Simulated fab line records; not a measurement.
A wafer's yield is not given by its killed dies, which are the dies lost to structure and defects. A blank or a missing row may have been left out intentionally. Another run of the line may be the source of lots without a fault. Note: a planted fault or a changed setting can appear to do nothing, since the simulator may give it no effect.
Comparing a struck lot with a sound one :: flow gf180mcu :: 16 out of 602 route steps
Sound: wafers L915.2, L915.3, L915.4. Struck: wafers L928.2, L928.5. (L928.4 of the same lot was not struck and is left out.) The cause comes at the end.
Per side, at each step with rows, come the tool, then ch with its chambers, and then its first start. Under that, the readings that differ: sound wafers :: struck wafers :: difference of the means :: sigmas: that difference in standard deviations of wafers without a fault.
alike: words and numbers the same on both sides, and readings whose means are apart by under 2 such deviations; not compared: readings that were withheld, readings missing a value for some wafer, numbers with overlapping values and no deviation given by the record, and bounds like >300 which may hide the same value.
The two part at a step that has a row with sigmas, a row that says differs or no value, or rows on one side only. Numbers that don't overlap but have no deviation are shown without sigmas and don't part them. A reading that every wafer of one side lacks parts them only if that side has two wafers or more.

first, 6 steps without rows for these wafers: GF_M2_HMDS_08 (prime time 60 s); GF_M2_COAT_09 (resist thk 1000 nm); GF_M2_SOFTBAKE_10 (time 60 s); GF_M2_EXPOSE_11 (exposes mask Metal2, target cd 280 nm); GF_M2_PEB_12 (peb time 90 s); GF_M2_DEVELOP_13 (develop time 60 s).
GF_M2_CD_MEAS_14: target cd 280 nm.
  struck on cd-sem-02, day 23 21:43; sound on cd-sem-01, day 18 21:20
  alike: cd-nm
GF_M2_OVL_MEAS_15:
  struck on overlay-01, day 23 21:49; sound on overlay-01, day 18 21:26
reading: M2_OVL (nm)
sound: -9 -6 -11
struck: 5 1
difference: +12
sigmas: +2
GF_M2_METAL_ETCH_16: etches the open film in Cl2/BCl3, stops on SiO2, target depth 750.8 nm, time 125.1 s.
  sound on rie-metal-02 ch 0,1, day 18 21:28; struck on rie-metal-02 ch 0, day 23 21:51
  alike: drypump-motor-current-A, oes-product-au, throttle-valve-pct
  not compared: rf-hours-counter-h
GF_M2_STRIP_17: strips in O2/N2.
  sound on plasma-asher-01 ch 0,1, day 18 21:36; struck on plasma-asher-02 ch 0,1, day 23 21:59
  alike: drypump-motor-current-A, heater-power-w, n2-flow-sccm, oes-product-au, strip-time-to-endpoint-s
  not compared: rf-hours-counter-h
then, 2 steps without rows for these wafers: GF_M2_STRIP_18 (strips in post etch residue remover, time 1200 s); GF_M2_CLEAN_19 (cleans in DIW).
GF_V2_CVD_00: deposits SiO2, target thk 600 nm, time 100 s.
  sound on hdpcvd-01 ch 0,1, day 18 22:10; struck on hdpcvd-02 ch 0, day 23 22:31
reading: sih4-flow-sccm (sccm)
sound: 60.19 60.02 60.15
struck: 48.02 48.15
difference: -12.03
sigmas: -71

reading: model.SiO2_of_V2_CVD_00.thk-nm (nm)
sound: 597.9 596.8 597.5
struck: 486.7 487.7
difference: -110.2
sigmas: 
  alike: susceptor-temp-C
GF_V2_THK_MEAS_01:
  struck on film-metro-01, day 23 22:36; sound on film-metro-02, day 18 22:15
reading: V2_CVD_00_THK (nm)
sound: 597 597 597
struck: 487 488
difference: -110
sigmas: -15
GF_V2_CVD_02: deposits SiO2 from TEOS, target thk 850 nm, time 94.851 s.
  sound on pecvd-02 ch 0,1, day 18 22:18; struck on pecvd-01 ch 1,2, day 23 22:39
  alike: heater-power-outer-w, heater-power-w, susceptor-temp-C
-- the record jumps here: 9 days lie between the struck wafers' starts before and after (it left off in module V2 and takes up again in module PASSIVATION, whose first step shown is number 602 of the route) --
GF_PASSIVATION_PROBE_99:
  only the struck wafers here have rows in the record (prober-02, day 32 16:26); the sound ones have none

## WHERE THEY PART
First at GF_M2_OVL_MEAS_15; last, within this record, at GF_PASSIVATION_PROBE_99.

WHY: what the simulator had put in
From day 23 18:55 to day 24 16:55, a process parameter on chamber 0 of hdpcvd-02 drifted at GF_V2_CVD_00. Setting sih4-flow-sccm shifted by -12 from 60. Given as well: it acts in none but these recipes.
